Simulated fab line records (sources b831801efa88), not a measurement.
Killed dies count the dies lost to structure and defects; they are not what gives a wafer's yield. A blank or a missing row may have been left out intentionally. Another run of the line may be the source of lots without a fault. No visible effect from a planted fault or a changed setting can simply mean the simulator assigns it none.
Which tool was responsible? || flow sky130 || 15 lots with 45 wafers sampled at 2 steps, on a route of 708 steps

== WHAT THE GAUGES SHOWED, per wafer ==
Not one reading of a measure or inspect step in the record can be checked against a usual standard deviation.

== WHICH TOOL RAN EACH LOT (tool, then ch and the chambers of the sampled wafers, then the start) ==
{"lot": "L327", "SKY_LOCAL_INTERCONNECT_SPUTTER_00": "pvd sputter-02, day 30 11:43", "SKY_PAD_OPEN_PROBE_99": "prober-01, day 46 17:52"}
{"lot": "L328", "SKY_LOCAL_INTERCONNECT_SPUTTER_00": "pvd sputter-04, day 30 12:13", "SKY_PAD_OPEN_PROBE_99": "-"}
{"lot": "L330", "SKY_LOCAL_INTERCONNECT_SPUTTER_00": "pvd sputter-02, day 31 13:35", "SKY_PAD_OPEN_PROBE_99": "prober-01, day 47 10:38"}
{"lot": "L333", "SKY_LOCAL_INTERCONNECT_SPUTTER_00": "pvd sputter-02, day 32 15:55", "SKY_PAD_OPEN_PROBE_99": "-"}
{"lot": "L334", "SKY_LOCAL_INTERCONNECT_SPUTTER_00": "pvd sputter-02, day 32 20:04", "SKY_PAD_OPEN_PROBE_99": "-"}
{"lot": "L336", "SKY_LOCAL_INTERCONNECT_SPUTTER_00": "pvd sputter-01, day 33 03:55", "SKY_PAD_OPEN_PROBE_99": "-"}
{"lot": "L335", "SKY_LOCAL_INTERCONNECT_SPUTTER_00": "pvd sputter-04, day 33 05:52", "SKY_PAD_OPEN_PROBE_99": "prober-02, day 48 18:12"}
{"lot": "L340", "SKY_LOCAL_INTERCONNECT_SPUTTER_00": "pvd sputter-02, day 34 11:07", "SKY_PAD_OPEN_PROBE_99": "-"}
{"lot": "L337", "SKY_LOCAL_INTERCONNECT_SPUTTER_00": "pvd sputter-04, day 34 11:29", "SKY_PAD_OPEN_PROBE_99": "prober-02, day 49 13:07"}
{"lot": "L342", "SKY_LOCAL_INTERCONNECT_SPUTTER_00": "pvd sputter-01, day 34 12:40", "SKY_PAD_OPEN_PROBE_99": "prober-01, day 49 17:31"}
{"lot": "L339", "SKY_LOCAL_INTERCONNECT_SPUTTER_00": "pvd sputter-04, day 34 15:10", "SKY_PAD_OPEN_PROBE_99": "prober-02, day 49 17:56"}
{"lot": "L343", "SKY_LOCAL_INTERCONNECT_SPUTTER_00": "pvd sputter-02, day 34 19:02", "SKY_PAD_OPEN_PROBE_99": "prober-01, day 50 00:31"}
{"lot": "L344", "SKY_LOCAL_INTERCONNECT_SPUTTER_00": "pvd sputter-02, day 35 07:26", "SKY_PAD_OPEN_PROBE_99": "-"}
{"lot": "L347", "SKY_LOCAL_INTERCONNECT_SPUTTER_00": "pvd sputter-02, day 35 19:22", "SKY_PAD_OPEN_PROBE_99": "prober-01, day 50 10:25"}
{"lot": "L349", "SKY_LOCAL_INTERCONNECT_SPUTTER_00": "pvd sputter-01, day 36 11:14", "SKY_PAD_OPEN_PROBE_99": "prober-01, day 50 21:06"}
- SKY_LOCAL_INTERCONNECT_SPUTTER_00: material TiN, target thk 100 nm, time 83.3 s.
- SKY_PAD_OPEN_PROBE_99

== AS READ BY THE TOOLS THEMSELVES (means over the sampled wafers that have a number; for cases with no such wafer, the mark the record gives instead) ==
SKY_LOCAL_INTERCONNECT_SPUTTER_00.
{"lot": "L327", "tool": "pvd sputter-02", "cathode dc power W (W)": 6499.4, "throttle valve pct (%)": 30.7}
{"lot": "L328", "tool": "pvd sputter-04", "cathode dc power W (W)": 6499.1, "throttle valve pct (%)": 30.5}
{"lot": "L330", "tool": "pvd sputter-02", "cathode dc power W (W)": 6501.4, "throttle valve pct (%)": 30.5}
{"lot": "L333", "tool": "pvd sputter-02", "cathode dc power W (W)": 6499.4, "throttle valve pct (%)": 31.0}
{"lot": "L334", "tool": "pvd sputter-02", "cathode dc power W (W)": 6500.6, "throttle valve pct (%)": 31.0}
{"lot": "L336", "tool": "pvd sputter-01", "cathode dc power W (W)": 6500.0, "throttle valve pct (%)": 29.2}
{"lot": "L335", "tool": "pvd sputter-04", "cathode dc power W (W)": 6499.1, "throttle valve pct (%)": 30.0}
{"lot": "L340", "tool": "pvd sputter-02", "cathode dc power W (W)": 6499.6, "throttle valve pct (%)": 31.3}
{"lot": "L337", "tool": "pvd sputter-04", "cathode dc power W (W)": 6499.6, "throttle valve pct (%)": 30.1}
{"lot": "L342", "tool": "pvd sputter-01", "cathode dc power W (W)": 6500.5, "throttle valve pct (%)": 29.6}
{"lot": "L339", "tool": "pvd sputter-04", "cathode dc power W (W)": 6500.0, "throttle valve pct (%)": 30.1}
{"lot": "L343", "tool": "pvd sputter-02", "cathode dc power W (W)": 6500.0, "throttle valve pct (%)": 31.7}
{"lot": "L344", "tool": "pvd sputter-02", "cathode dc power W (W)": 6501.0, "throttle valve pct (%)": 30.1}
{"lot": "L347", "tool": "pvd sputter-02", "cathode dc power W (W)": 6499.8, "throttle valve pct (%)": 30.8}
{"lot": "L349", "tool": "pvd sputter-01", "cathode dc power W (W)": 6500.7, "throttle valve pct (%)": 30.0}

SKY_PAD_OPEN_PROBE_99.
{"lot": "L327", "tool": "prober-01", "killed_at_M0_to_M3": 44, "killed_at_M4_up": 1.7, "killed at contacts": 25, "killed at front end": 18, "killed at other": 0.3, "killed dies": 90, "killed on rim": 17, "killed open": 52, "killed short": 36}
{"lot": "L330", "tool": "prober-01", "killed_at_M0_to_M3": 42, "killed_at_M4_up": 3.3, "killed at contacts": 23, "killed at front end": 14, "killed at other": 0.3, "killed dies": 82, "killed on rim": 20, "killed open": 44, "killed short": 38}
{"lot": "L335", "tool": "prober-02", "killed_at_M0_to_M3": 46, "killed_at_M4_up": 4.3, "killed at contacts": 69, "killed at front end": 11, "killed at other": 0.0, "killed dies": 130, "killed on rim": 25, "killed open": 49, "killed short": 39}
{"lot": "L337", "tool": "prober-02", "killed_at_M0_to_M3": 47, "killed_at_M4_up": 2.7, "killed at contacts": 68, "killed at front end": 13, "killed at other": 0.0, "killed dies": 130, "killed on rim": 22, "killed open": 40, "killed short": 45}
{"lot": "L342", "tool": "prober-01", "killed_at_M0_to_M3": 53, "killed_at_M4_up": 2.0, "killed at contacts": 23, "killed at front end": 11, "killed at other": 0.0, "killed dies": 89, "killed on rim": 18, "killed open": 56, "killed short": 33}
{"lot": "L339", "tool": "prober-02", "killed_at_M0_to_M3": 46, "killed_at_M4_up": 1.7, "killed at contacts": 60, "killed at front end": 16, "killed at other": 0.3, "killed dies": 124, "killed on rim": 21, "killed open": 49, "killed short": 37}
{"lot": "L343", "tool": "prober-01", "killed_at_M0_to_M3": 48, "killed_at_M4_up": 3.3, "killed at contacts": 22, "killed at front end": 15, "killed at other": 0.0, "killed dies": 88, "killed on rim": 16, "killed open": 48, "killed short": 40}
{"lot": "L347", "tool": "prober-01", "killed_at_M0_to_M3": 37, "killed_at_M4_up": 4.0, "killed at contacts": 26, "killed at front end": 17, "killed at other": 0.0, "killed dies": 84, "killed on rim": 16, "killed open": 48, "killed short": 36}
{"lot": "L349", "tool": "prober-01", "killed_at_M0_to_M3": 44, "killed_at_M4_up": 2.0, "killed at contacts": 21, "killed at front end": 14, "killed at other": 0.3, "killed dies": 81, "killed on rim": 18, "killed open": 41, "killed short": 40}

== THE ANSWER, worked out from the rows above alone ==
Rule: the lots themselves supply what counts as usual. Put in order of their means at a reading, lots are off if they are a third of the lots or fewer, leave a main group of 4 or more, and stand apart from it by a gap of 3 or more times the standard deviation of the main group's means; of several such gaps the widest counts. A main group whose means are all the same, to the digits that the tables above print for the reading, isn't used. A lot without any number at a reading at which 4 lots or more have one is off too. All remaining lots with rows at the step are treated as sound. Order of review: gauges by route order, followed by the tools' own readings, for which a lot's mean as printed above is used. At the first step where some lot is off, the reading lying furthest off is the one used; lots without a number count as furthest.
Off: L335, L337, L339 (SKY_PAD_OPEN_PROBE_99, killed at contacts). The main group has a mean of 23 with a standard deviation of 1.7. Neither off nor sound, because the step has no rows for them: L328, L333, L334, L336, L340, L344.
A tool fits if, at that step or a process step before it, it ran every lot that is off, and no sound lot after the first of them. This does not decide it: 2 tools fit, namely pvd sputter-04 at SKY_LOCAL_INTERCONNECT_SPUTTER_00 and prober-02 at SKY_PAD_OPEN_PROBE_99.

== WHAT HAD BEEN PUT IN BY THE SIMULATOR ==
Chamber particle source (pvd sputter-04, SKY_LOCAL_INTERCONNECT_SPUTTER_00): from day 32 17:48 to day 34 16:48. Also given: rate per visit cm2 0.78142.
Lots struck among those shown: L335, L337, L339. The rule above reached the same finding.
